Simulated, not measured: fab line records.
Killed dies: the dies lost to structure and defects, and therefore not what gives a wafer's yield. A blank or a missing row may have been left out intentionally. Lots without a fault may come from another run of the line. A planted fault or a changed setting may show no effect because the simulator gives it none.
fab line records | flow sky130
record: lots: 13 wafers: 39 last-day: 50
route steps=708 shown VT_ADJUST_LVTN@104 VT_ADJUST_HVTR@142 VT_ADJUST_PCH@151 PAD_OPEN@708
lots that met no fault: taken from a fault-free run of the same line
start-h: start of the lot's first displayed wafer, in hours after the record's first day | wait-h: time in hours since the lot's previous step | " identical to the entry in the row above | L1.1+2: a row that stands for several wafers | - value missing, or start not given | * or withheld: withheld | < > ~ a bound
route shown NAME@n: names a module that has steps shown in the file, with the first one's number in the route | usual: mean and standard deviation over wafers with no fault | same: alike in all rows | chamber/n: place in a boat | sites: each site's reading | _std_site: the values' standard deviation | _edge_site: mean of outer sites minus mean of inner sites | radius-mm: how far each site lies from the wafer's centre | mask NAME#n: copy n | behind: tool/chamber where the wafer was last shaped | hold: the reason the lot was held/the length of the hold in hours/how it ended | device: transistor that didn't switch, given as n, p or np | end of line: at the end of the route, the tests of the same wafers | a step with no rows: only its recipe | killed: the dies lost at the first sort to structure and to defects; this is not the yield of the wafer | map: per-die view of a wafer (x killed, . not killed, _ where there is no die)
set.NAME: the setting the step ran with; set.NAME@STEP: the setting that earlier step ran with | model.NAME: the simulator's own value behind a step, which no gauge read
route steps across a sampled set of lots; one table per step, one row per wafer
services: a tool's chamber out of use, with start hour (start-h, from the record's first day; less than 0 if before it), hours out, and reason
== steps ==
step: SKY_VT_ADJUST_LVTN_OVL_MEAS_07
usual: VT_ADJUST_LVTN_OVL: -0.3/1.4
columns lot.wafer tool chamber start-h wait-h VT_ADJUST_LVTN_OVL[nm]
L497.2 overlay-01 - 143.56 - -1.6
L497.4 " - " " -2.7
L497.6 " - " " -1.9
L498.1 overlay-01 - 154.15 - 1.5
L498.3 " - " " 1.8
L498.5 " - " " 1.2
L499.1 overlay-01 - 162.65 - 1.8
L499.5 " - " " 3.2
L499.6 " - " " 1.3
L501.2 overlay-01 - 172.30 - -1.3
L501.3 " - " " -2.4
L501.5 " - " " -1.7
L502.3 overlay-02 - 181.21 - -2.3
L502.4 " - " " -2.0
L502.5 " - " " -3.1
L503.1 overlay-02 - 184.85 - -0.1
L503.4 " - " " 0.8
L503.5 " - " " -0.5
L504.2 overlay-02 - 190.45 - -0.1
L504.3 " - " " 0.6
L504.6 " - " " -0.3
L512.1 overlay-01 - 241.39 - 0.2
L512.3 " - " " 1.5
L512.5 " - " " 1.7
L513.2 overlay-01 - 249.00 - 0.2
L513.3 " - " " -0.6
L513.4 " - " " 0.7
L515.2 overlay-01 - 258.65 - -1.7
L515.3 " - " " 0.0
L515.5 " - " " 0.7
L517.1 overlay-01 - 275.61 - 0.1
L517.5 " - " " -0.4
L517.6 " - " " 0.8
L519.1 overlay-01 - 286.81 - 1.4
L519.2 " - " " 0.8
L519.3 " - " " -1.6
L520.1 overlay-02 - 292.79 - 0.2
L520.4 " - " " 1.3
L520.6 " - " " -0.1
step: SKY_VT_ADJUST_LVTN_TW_MEAS_21
usual: VT_ADJUST_LVTN_2_TW: 189.1/1.3
columns lot.wafer tool chamber start-h wait-h VT_ADJUST_LVTN_2_TW
L497.2 film-metro-02 - 165.09 0.1 186.5
L497.4 " - " " 187.5
L497.6 " - " " 186.3
L498.1 film-metro-01 - 175.09 0.1 190.7
L498.3 " - " " 190.5
L498.5 " - " " 191.0
L499.1 film-metro-04 - 184.28 0.1 188.6
L499.5 " - " " 187.3
L499.6 " - " " 187.3
L501.2 film-metro-01 - 193.34 0.1 189.7
L501.3 " - " " 189.1
L501.5 " - " " 189.2
L502.3 film-metro-02 - 202.75 0.1 187.9
L502.4 " - " " 188.1
L502.5 " - " " 187.0
L503.1 film-metro-04 - 207.08 0.1 189.2
L503.4 " - " " 188.6
L503.5 " - " " 189.3
L504.2 film-metro-04 - 212.80 0.1 188.2
L504.3 " - " " 189.2
L504.6 " - " " 188.7
L512.1 film-metro-02 - 264.74 0.1 189.8
L512.3 " - " " 189.8
L512.5 " - " " 189.4
L513.2 film-metro-01 - 272.60 0.1 189.5
L513.3 " - " " 190.7
L513.4 " - " " 190.0
L515.2 film-metro-02 - 283.30 0.1 189.5
L515.3 " - " " 189.2
L515.5 " - " " 189.6
L517.1 film-metro-04 - 300.43 0.1 189.2
L517.5 " - " " 189.1
L517.6 " - " " 189.4
L519.1 film-metro-04 - 312.78 0.1 189.6
L519.2 " - " " 188.5
L519.3 " - " " 189.9
L520.1 film-metro-01 - 319.23 0.1 189.7
L520.4 " - " " 190.2
L520.6 " - " " 190.3
step: SKY_VT_ADJUST_HVTR_TW_MEAS_11
usual: VT_ADJUST_HVTR_TW: 211.7/1.3
columns lot.wafer tool chamber start-h wait-h VT_ADJUST_HVTR_TW
L497.2 film-metro-03 - 208.52 0.1 210.6
L497.4 " - " " 210.8
L497.6 " - " " 212.2
L498.1 film-metro-03 - 219.56 0.1 212.5
L498.3 " - " " 212.2
L498.5 " - " " 211.3
L499.1 film-metro-03 - 229.40 0.1 212.3
L499.5 " - " " 212.5
L499.6 " - " " 211.4
L501.2 film-metro-01 - 238.61 0.1 213.8
L501.3 " - " " 214.2
L501.5 " - " " 214.4
L502.3 film-metro-03 - 250.07 0.1 211.0
L502.4 " - " " 210.0
L502.5 " - " " 210.5
L503.1 film-metro-04 - 253.11 0.1 212.9
L503.4 " - " " 211.1
L503.5 " - " " 211.8
L504.2 film-metro-03 - 259.71 0.1 210.2
L504.3 " - " " 210.6
L504.6 " - " " 209.9
L512.1 film-metro-04 - 315.10 0.1 213.7
L512.3 " - " " 213.6
L512.5 " - " " 212.7
L513.2 film-metro-03 - 323.96 0.1 209.4
L513.3 " - " " 210.1
L513.4 " - " " 210.2
L515.2 film-metro-01 - 334.97 0.1 213.1
L515.3 " - " " 213.3
L515.5 " - " " 213.9
L517.1 film-metro-04 - 352.96 0.1 210.6
L517.5 " - " " 212.3
L517.6 " - " " 211.4
L519.1 film-metro-03 - 365.85 0.1 210.1
L519.2 " - " " 212.0
L519.3 " - " " 210.8
L520.1 film-metro-04 - 373.90 0.1 212.1
L520.4 " - " " 212.6
L520.6 " - " " 212.2
step: SKY_VT_ADJUST_PCH_IMPLANT_08
recipe: species: B energy-kev: 10 dose-cm2: 5e+11 tilt-deg: withheld
usual: dose-ions-cm2: 4.999e+11/5.3e+08 faraday-current-uA: 2.81/0.054
columns lot.wafer tool chamber start-h wait-h dose-ions-cm2 faraday-current-uA
L497.2 implanter-01 0 231.72 0.0 4.998e+11 2.84
L497.4 " 0 " " 5e+11 2.82
L497.6 " 0 " " 4.999e+11 2.81
L498.1 implanter-02 0 242.08 0.0 4.989e+11 2.81
L498.3 " 0 " " 5e+11 2.79
L498.5 " 0 " " 4.995e+11 2.79
L499.1 implanter-01 0 252.23 0.0 4.992e+11 2.83
L499.5 " 0 " " 5.003e+11 2.75
L499.6 " 0 " " 4.998e+11 2.86
L501.2 implanter-02 0 262.11 0.0 5.008e+11 2.89
L501.3 " 0 " " 5.005e+11 2.84
L501.5 " 0 " " 5.009e+11 2.75
L502.3 implanter-03 0 274.33 0.1 5.001e+11 2.83
L502.4 " 0 " " 4.999e+11 2.78
L502.5 " 0 " " 4.997e+11 2.93
L503.1 implanter-03 0 277.18 0.0 4.98e+10 0.29
L503.4 " 0 " " 4.91e+10 0.28
L503.5 " 0 " " 4.91e+10 0.28
L504.2 implanter-03 0 283.81 0.0 4.9e+10 0.28
L504.3 " 0 " " 4.99e+10 0.27
L504.6 " 0 " " 4.94e+10 0.28
L512.1 implanter-01 0 340.98 0.0 5.005e+11 2.81
L512.3 " 0 " " 5.005e+11 2.81
L512.5 " 0 " " 5.005e+11 2.74
L513.2 implanter-02 0 349.80 0.0 4.995e+11 2.88
L513.3 " 0 " " 4.997e+11 2.89
L513.4 " 0 " " 4.999e+11 2.74
L515.2 implanter-02 0 362.02 0.0 4.995e+11 2.90
L515.3 " 0 " " 4.997e+11 2.81
L515.5 " 0 " " 4.992e+11 2.87
L517.1 implanter-02 0 381.83 0.0 5.011e+11 2.77
L517.5 " 0 " " 4.995e+11 2.76
L517.6 " 0 " " 4.998e+11 2.81
L519.1 implanter-01 0 393.73 0.0 5.002e+11 2.85
L519.2 " 0 " " 5e+11 2.80
L519.3 " 0 " " 5.003e+11 2.86
L520.1 implanter-03 0 403.24 0.0 5.003e+11 2.73
L520.4 " 0 " " 4.999e+11 2.72
L520.6 " 0 " " 4.997e+11 2.88
step: SKY_VT_ADJUST_PCH_TW_MEAS_10
usual: VT_ADJUST_PCH_TW: 143.2/0.74
columns lot.wafer tool chamber start-h wait-h VT_ADJUST_PCH_TW
L497.2 film-metro-03 - 231.95 0.1 143.5
L497.4 " - " " 143.2
L497.6 " - " " 143.2
L498.1 film-metro-03 - 242.33 0.1 142.1
L498.3 " - " " 142.7
L498.5 " - " " 142.7
L499.1 film-metro-02 - 252.48 0.1 143.2
L499.5 " - " " 143.2
L499.6 " - " " 143.8
L501.2 film-metro-04 - 262.34 0.1 143.9
L501.3 " - " " 143.4
L501.5 " - " " 143.3
L502.3 film-metro-02 - 274.55 0.1 144.4
L502.4 " - " " 143.6
L502.5 " - " " 143.2
L503.1 film-metro-02 - 277.43 0.1 83.3
L503.4 " - " " 83.3
L503.5 " - " " 82.8
L504.2 film-metro-04 - 284.04 0.1 83.4
L504.3 " - " " 84.1
L504.6 " - " " 82.9
L512.1 film-metro-03 - 341.23 0.1 143.0
L512.3 " - " " 143.3
L512.5 " - " " 142.6
L513.2 film-metro-04 - 350.04 0.1 143.4
L513.3 " - " " 143.7
L513.4 " - " " 143.4
L515.2 film-metro-02 - 362.25 0.1 142.5
L515.3 " - " " 142.2
L515.5 " - " " 142.1
L517.1 film-metro-02 - 382.08 0.1 142.0
L517.5 " - " " 142.3
L517.6 " - " " 142.6
L519.1 film-metro-04 - 393.98 0.1 142.2
L519.2 " - " " 142.7
L519.3 " - " " 143.5
L520.1 film-metro-03 - 403.49 0.1 142.1
L520.4 " - " " 141.4
L520.6 " - " " 141.9
step: SKY_PAD_OPEN_PROBE_99
usual: killed_at_M0_to_M3: 45/6.9 killed_at_M4_up: 3.1/1.7 killed-at-contacts: 24/5.7 killed-at-front-end: 15/4.6 killed-at-other: 0.3/0.57 killed-dies: 87/10 killed-on-rim: 17/3.9 killed-open: 48/7.4 killed-short: 39/6.7
same: gross-dies: 492 killed-at-back-side: 0
columns lot.wafer tool chamber start-h wait-h killed_at_M0_to_M3 killed_at_M4_up killed-at-contacts killed-at-front-end killed-at-other killed-dies killed-on-rim killed-open killed-short
L497.2 prober-02 - 1084.46 0.1 46 4 25 14 0 89 21 44 45
L497.4 prober-02 - 1084.56 0.2 51 3 22 13 1 90 16 56 34
L497.6 prober-02 - 1084.66 0.2 48 4 24 13 0 89 16 56 33
L498.1 prober-01 - 1088.58 0.1 48 8 38 15 0 109 16 57 52
L498.3 prober-01 - 1088.68 0.2 50 7 25 18 0 100 18 48 52
L498.5 prober-01 - 1088.78 0.2 43 4 28 15 2 92 18 52 40
L499.1 prober-02 - 1100.41 0.1 34 7 29 10 0 80 14 39 41
L499.5 prober-02 - 1100.61 0.2 52 4 27 15 0 98 23 55 43
L499.6 prober-02 - 1100.66 0.2 37 4 21 10 0 72 14 38 34
L501.2 prober-02 - 1109.01 0.1 44 1 22 10 1 78 13 33 45
L501.3 prober-02 - 1109.06 0.2 50 5 30 18 0 103 21 55 48
L501.5 prober-02 - 1109.16 0.2 40 2 24 17 0 83 13 40 43
L502.3 prober-01 - 1115.46 0.2 54 8 28 19 0 109 19 52 57
L502.4 prober-01 - 1115.51 0.2 51 1 29 16 0 97 16 54 43
L502.5 prober-01 - 1115.56 0.2 59 2 24 18 0 103 19 58 45
L503.1 prober-01 - 1118.77 0.1 40 4 21 12 0 77 15 43 34
L503.4 prober-01 - 1118.92 0.2 54 4 17 16 0 91 13 56 35
L503.5 prober-01 - 1118.97 0.2 54 3 16 14 0 87 17 43 44
L504.2 prober-02 - 1120.76 0.1 36 4 13 23 1 77 18 35 42
L504.3 prober-02 - 1120.81 0.2 43 3 22 17 0 85 14 55 30
L504.6 prober-02 - 1120.96 0.2 43 2 16 20 1 82 11 43 39
L512.1 prober-02 - 1164.06 0.1 43 2 36 14 0 95 10 57 38
L512.3 prober-02 - 1164.16 0.2 38 3 25 13 2 81 16 45 36
L512.5 prober-02 - 1164.26 0.2 48 2 24 18 0 92 20 56 36
L513.2 prober-01 - 1169.36 0.1 52 0 23 20 0 95 15 53 42
L513.3 prober-01 - 1169.41 0.2 42 1 38 21 0 102 23 57 45
L513.4 prober-01 - 1169.46 0.2 39 2 23 20 0 84 11 43 41
L515.2 prober-01 - 1180.57 0.1 38 4 26 22 1 91 14 47 44
L515.3 prober-01 - 1180.62 0.2 44 5 22 20 0 91 17 47 44
L515.5 prober-01 - 1180.72 0.2 46 4 25 22 0 97 20 54 43
L517.1 prober-01 - 1192.12 0.1 55 3 22 18 0 98 10 54 44
L517.5 prober-01 - 1192.32 0.2 47 2 23 10 0 82 14 47 35
L517.6 prober-01 - 1192.37 0.2 50 2 25 10 0 87 24 49 38
L519.1 prober-01 - 1197.57 0.1 38 4 25 16 0 83 20 50 33
L519.2 prober-01 - 1197.62 0.1 35 6 28 16 0 85 20 53 32
L519.3 prober-01 - 1197.67 0.2 53 1 23 25 0 102 14 50 52
L520.1 prober-02 - 1201.76 0.1 36 5 20 17 0 78 18 39 39
L520.4 prober-02 - 1201.91 0.2 43 0 16 12 1 72 10 37 35
L520.6 prober-02 - 1202.01 0.2 36 1 24 12 2 75 15 38 37
killed by level:class
L497.2 CONTACT:geometric-particle:short=11 CONTACT:geometric-particle:open=9 VIA1:geometric-particle:open=8 VIA2:geometric-particle:open=8 VIA3:geometric-particle:open=7 VIA1:geometric-particle:short=6 POLY_GATE:geometric-particle:short=5 METAL1:geometric-particle:short=5
L497.4 VIA1:geometric-particle:open=14 CONTACT:geometric-particle:open=10 VIA3:geometric-particle:open=8 VIA2:geometric-particle:open=7 FIELD_ISO:geometric-particle:open=6 LI_CONTACT:geometric-particle:open=6 METAL1:geometric-particle:short=6 FIELD_ISO:geometric-particle:short=4
L497.6 VIA1:geometric-particle:open=12 VIA3:geometric-particle:open=11 CONTACT:geometric-particle:open=10 FIELD_ISO:geometric-particle:open=7 VIA3:geometric-particle:short=6 METAL2:geometric-particle:short=5 LI_CONTACT:geometric-particle:open=5 CONTACT:geometric-particle:short=5
L498.1 VIA1:geometric-particle:open=16 LI_CONTACT:geometric-particle:open=12 CONTACT:geometric-particle:open=11 METAL1:geometric-particle:short=11 VIA3:geometric-particle:open=6 CONTACT:geometric-particle:short=6 METAL4:geometric-particle:short=6 LOCAL_INTERCONNECT:geometric-particle:short=5
L498.3 CONTACT:geometric-particle:open=11 FIELD_ISO:geometric-particle:short=10 VIA1:geometric-particle:open=9 METAL1:geometric-particle:short=7 METAL2:geometric-particle:short=7 LI_CONTACT:geometric-particle:open=4 METAL4:geometric-particle:open=4 VIA1:geometric-particle:short=4
L498.5 CONTACT:geometric-particle:open=12 VIA1:geometric-particle:open=11 VIA3:geometric-particle:open=10 CONTACT:geometric-particle:short=8 METAL1:geometric-particle:short=7 FIELD_ISO:geometric-particle:open=3 LI_CONTACT:geometric-particle:open=3 FIELD_ISO:geometric-particle:short=3
L499.1 CONTACT:geometric-particle:open=11 VIA1:geometric-particle:open=8 METAL4:geometric-particle:short=7 LOCAL_INTERCONNECT:geometric-particle:short=6 METAL1:geometric-particle:short=6 LI_CONTACT:geometric-particle:open=5 METAL2:geometric-particle:short=5 VIA2:geometric-particle:open=5
L499.5 CONTACT:geometric-particle:open=11 VIA1:geometric-particle:open=10 METAL1:geometric-particle:short=8 VIA3:geometric-particle:open=8 VIA2:geometric-particle:short=6 LI_CONTACT:geometric-particle:open=6 METAL2:geometric-particle:short=6 VIA2:geometric-particle:open=6
L499.6 VIA1:geometric-particle:open=11 VIA2:geometric-particle:open=8 CONTACT:geometric-particle:short=7 METAL1:geometric-particle:short=6 LI_CONTACT:geometric-particle:open=5 SPACER:geometric-particle:short=4 CONTACT:geometric-particle:open=4 VIA3:geometric-particle:open=4
L501.2 METAL2:geometric-particle:short=8 CONTACT:geometric-particle:open=7 METAL1:geometric-particle:short=7 VIA3:geometric-particle:short=7 VIA2:geometric-particle:open=6 LI_CONTACT:geometric-particle:open=4 LI_CONTACT:geometric-particle:short=4 LOCAL_INTERCONNECT:geometric-particle:short=4
L501.3 CONTACT:geometric-particle:open=13 VIA2:geometric-particle:open=9 VIA1:geometric-particle:open=7 LI_CONTACT:geometric-particle:open=6 VIA2:geometric-particle:short=6 METAL1:geometric-particle:short=6 VIA3:geometric-particle:open=6 LOCAL_INTERCONNECT:geometric-particle:short=5
L501.5 CONTACT:geometric-particle:open=9 VIA3:geometric-particle:open=7 POLY_GATE:geometric-particle:short=6 VIA1:geometric-particle:open=6 VIA2:geometric-particle:open=6 METAL2:geometric-particle:short=6 FIELD_ISO:geometric-particle:short=5 LI_CONTACT:geometric-particle:open=5
L502.3 METAL1:geometric-particle:short=10 VIA1:geometric-particle:open=10 CONTACT:geometric-particle:open=9 VIA3:geometric-particle:open=8 FIELD_ISO:geometric-particle:short=7 LI_CONTACT:geometric-particle:open=7 VIA2:geometric-particle:open=7 METAL4:geometric-particle:short=6
L502.4 VIA1:geometric-particle:open=19 VIA1:geometric-particle:short=9 LI_CONTACT:geometric-particle:open=8 CONTACT:geometric-particle:short=7 POLY_GATE:geometric-particle:short=6 POLY_GATE:geometric-particle:open=6 CONTACT:geometric-particle:open=6 METAL2:geometric-particle:short=6
L502.5 CONTACT:geometric-particle:open=13 VIA1:geometric-particle:open=12 METAL2:geometric-particle:short=9 METAL1:geometric-particle:short=9 VIA3:geometric-particle:open=7 VIA1:geometric-particle:short=7 POLY_GATE:geometric-particle:open=6 LI_CONTACT:geometric-particle:open=4
L503.1 VIA1:geometric-particle:open=10 CONTACT:geometric-particle:open=9 LI_CONTACT:geometric-particle:open=6 FIELD_ISO:geometric-particle:short=5 VIA1:geometric-particle:short=5 LI_CONTACT:geometric-particle:short=4 METAL1:geometric-particle:short=4 METAL2:geometric-particle:short=4
L503.4 VIA2:geometric-particle:open=13 VIA3:geometric-particle:open=11 VIA1:geometric-particle:open=10 CONTACT:geometric-particle:open=7 CONTACT:geometric-particle:short=6 METAL2:geometric-particle:short=6 POLY_GATE:geometric-particle:open=4 VIA1:geometric-particle:short=4
L503.5 VIA1:geometric-particle:open=14 VIA2:geometric-particle:open=9 METAL2:geometric-particle:short=8 VIA3:geometric-particle:open=6 FIELD_ISO:geometric-particle:short=5 LOCAL_INTERCONNECT:geometric-particle:short=4 CONTACT:geometric-particle:short=4 SPACER:geometric-particle:short=3
L504.2 FIELD_ISO:geometric-particle:short=11 VIA2:geometric-particle:open=8 CONTACT:geometric-particle:open=6 VIA1:geometric-particle:open=6 METAL3:geometric-particle:short=5 METAL2:geometric-particle:short=3 POLY_GATE:geometric-particle:open=3 POLY_GATE:geometric-particle:short=3
L504.3 LI_CONTACT:geometric-particle:open=12 VIA3:geometric-particle:open=12 CONTACT:geometric-particle:open=6 METAL1:geometric-particle:short=6 VIA1:geometric-particle:open=6 FIELD_ISO:geometric-particle:short=5 POLY_GATE:geometric-particle:open=5 VIA1:geometric-particle:short=5
L504.6 VIA1:geometric-particle:open=10 POLY_GATE:geometric-particle:short=6 METAL1:geometric-particle:short=6 LOCAL_INTERCONNECT:geometric-particle:short=6 CONTACT:geometric-particle:open=6 VIA3:geometric-particle:open=6 FIELD_ISO:geometric-particle:open=5 POLY_GATE:geometric-particle:open=5
L512.1 LI_CONTACT:geometric-particle:open=11 VIA1:geometric-particle:open=10 CONTACT:geometric-particle:open=10 VIA3:geometric-particle:open=7 VIA2:geometric-particle:open=7 FIELD_ISO:geometric-particle:short=5 METAL3:geometric-particle:short=5 LOCAL_INTERCONNECT:geometric-particle:open=5
L512.3 LI_CONTACT:geometric-particle:open=10 VIA1:geometric-particle:open=10 CONTACT:geometric-particle:open=6 VIA1:geometric-particle:short=6 VIA2:geometric-particle:open=5 FIELD_ISO:geometric-particle:open=4 LI_CONTACT:geometric-particle:short=4 LOCAL_INTERCONNECT:geometric-particle:short=4
L512.5 CONTACT:geometric-particle:open=12 VIA1:geometric-particle:open=12 VIA2:geometric-particle:open=8 LI_CONTACT:geometric-particle:open=6 METAL2:geometric-particle:short=6 FIELD_ISO:geometric-particle:short=5 VIA1:geometric-particle:short=5 FIELD_ISO:geometric-particle:open=4
L513.2 VIA1:geometric-particle:open=15 CONTACT:geometric-particle:open=9 VIA3:geometric-particle:open=8 POLY_GATE:geometric-particle:open=7 FIELD_ISO:geometric-particle:short=6 CONTACT:geometric-particle:short=6 METAL2:geometric-particle:short=5 VIA2:geometric-particle:open=5
L513.3 CONTACT:geometric-particle:open=14 CONTACT:geometric-particle:short=10 VIA1:geometric-particle:open=9 POLY_GATE:geometric-particle:open=7 METAL2:geometric-particle:short=7 VIA2:geometric-particle:open=7 LI_CONTACT:geometric-particle:open=6 LOCAL_INTERCONNECT:geometric-particle:short=6
L513.4 VIA3:geometric-particle:open=10 CONTACT:geometric-particle:open=8 LOCAL_INTERCONNECT:geometric-particle:short=6 METAL2:geometric-particle:short=6 VIA2:geometric-particle:open=6 FIELD_ISO:geometric-particle:open=5 POLY_GATE:geometric-particle:short=5 CONTACT:geometric-particle:short=5
L515.2 VIA3:geometric-particle:open=10 CONTACT:geometric-particle:open=8 VIA1:geometric-particle:open=7 CONTACT:geometric-particle:short=7 FIELD_ISO:geometric-particle:short=6 POLY_GATE:geometric-particle:open=5 FIELD_ISO:geometric-particle:open=4 POLY_GATE:geometric-particle:short=4
L515.3 VIA1:geometric-particle:open=11 CONTACT:geometric-particle:open=7 METAL1:geometric-particle:short=7 POLY_GATE:geometric-particle:short=6 POLY_GATE:geometric-particle:open=5 LOCAL_INTERCONNECT:geometric-particle:short=5 METAL2:geometric-particle:open=5 VIA3:geometric-particle:open=5
L515.5 VIA1:geometric-particle:open=15 CONTACT:geometric-particle:open=10 FIELD_ISO:geometric-particle:short=8 LI_CONTACT:geometric-particle:open=7 METAL2:geometric-particle:short=7 METAL1:geometric-particle:short=6 FIELD_ISO:geometric-particle:open=5 VIA3:geometric-particle:open=5
L517.1 VIA1:geometric-particle:open=18 CONTACT:geometric-particle:open=9 VIA1:geometric-particle:short=6 VIA2:geometric-particle:open=6 POLY_GATE:geometric-particle:short=5 CONTACT:geometric-particle:short=5 VIA3:geometric-particle:open=5 FIELD_ISO:geometric-particle:open=4
L517.5 VIA1:geometric-particle:open=17 CONTACT:geometric-particle:open=11 CONTACT:geometric-particle:short=6 METAL1:geometric-particle:short=5 METAL2:geometric-particle:short=5 VIA2:geometric-particle:open=5 VIA3:geometric-particle:open=5 VIA3:geometric-particle:short=5
L517.6 VIA2:geometric-particle:open=10 VIA1:geometric-particle:open=9 CONTACT:geometric-particle:open=9 METAL2:geometric-particle:short=8 LI_CONTACT:geometric-particle:open=6 METAL1:geometric-particle:short=5 VIA1:geometric-particle:short=5 FIELD_ISO:geometric-particle:open=4
L519.1 CONTACT:geometric-particle:open=12 VIA2:geometric-particle:open=8 VIA1:geometric-particle:open=7 VIA3:geometric-particle:open=7 METAL2:geometric-particle:short=6 LI_CONTACT:geometric-particle:open=5 FIELD_ISO:geometric-particle:short=4 FIELD_ISO:geometric-particle:open=3
L519.2 VIA1:geometric-particle:open=13 LI_CONTACT:geometric-particle:open=10 CONTACT:geometric-particle:open=7 VIA3:geometric-particle:open=7 FIELD_ISO:geometric-particle:short=5 LOCAL_INTERCONNECT:geometric-particle:short=4 CONTACT:geometric-particle:short=4 METAL2:geometric-particle:open=4
L519.3 METAL2:geometric-particle:short=10 CONTACT:geometric-particle:short=9 FIELD_ISO:geometric-particle:open=8 VIA1:geometric-particle:open=8 VIA2:geometric-particle:open=8 CONTACT:geometric-particle:open=7 POLY_GATE:geometric-particle:short=6 METAL1:geometric-particle:short=6
L520.1 VIA1:geometric-particle:open=8 METAL2:geometric-particle:short=8 LI_CONTACT:geometric-particle:open=7 CONTACT:geometric-particle:open=7 FIELD_ISO:geometric-particle:open=6 METAL1:geometric-particle:short=6 FIELD_ISO:geometric-particle:short=4 VIA1:geometric-particle:short=4
L520.4 METAL1:geometric-particle:short=7 VIA2:geometric-particle:open=7 LI_CONTACT:geometric-particle:open=6 VIA1:geometric-particle:short=6 CONTACT:geometric-particle:short=4 CONTACT:geometric-particle:open=4 METAL2:geometric-particle:short=4 VIA3:geometric-particle:short=4
L520.6 VIA1:geometric-particle:open=11 CONTACT:geometric-particle:open=8 LI_CONTACT:geometric-particle:open=7 FIELD_ISO:geometric-particle:short=4 LOCAL_INTERCONNECT:geometric-particle:short=4 METAL1:geometric-particle:short=4 VIA2:geometric-particle:open=4 METAL3:geometric-particle:short=4
== services ==
columns tool chamber start-h hours kind
implanter-03 - 219.86 2.3 repair
implanter-03 - 226.80 3.2 pm
implanter-03 - 331.57 2.6 repair
implanter-01 - 343.38 2.8 pm
implanter-01 - 347.49 18.3 repair
implanter-02 - 352.18 2.1 repair
implanter-02 - 356.47 0.7 repair
implanter-01 - 368.87 4.9 pm
implanter-02 - 395.81 1.4 repair
== key ==
first-sign: step: SKY_VT_ADJUST_PCH_IMPLANT_08 reading: dose-ions-cm2 direction: down sigmas: 99+ usual: * struck: *
effect: step: SKY_VT_ADJUST_PCH_IMPLANT_08 reading: faraday-current-uA direction: down sigmas: 47 usual: 2.81 struck: 0.28
effect: step: SKY_VT_ADJUST_PCH_TW_MEAS_10 reading: VT_ADJUST_PCH_TW direction: down sigmas: 81 usual: 143.2 struck: 83.3
met-at SKY_VT_ADJUST_PCH_IMPLANT_08
struck-lots L503,L504
tester-left-out L503,L504
not-acting-at SKY_VT_ADJUST_LVTN_OVL_MEAS_07,SKY_VT_ADJUST_LVTN_TW_MEAS_21,SKY_VT_ADJUST_HVTR_TW_MEAS_11
onset-between 274.33 277.18
fault: kind: process-parameter-drift tool: implanter-03 chamber: - onset-h: 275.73 steps: SKY_VT_ADJUST_PCH_IMPLANT_08 channel: dose-cm2 offset: * shape: step end-h: 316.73 acts-in: * stated: *
tester-left-out: of these lots the tester's yield and bins aren't shown, on N5 and GAA mostly nor the transistor test; their killed dies are dies lost to structure and defects alone, not to doping, threshold or leakage, so they don't give the yield
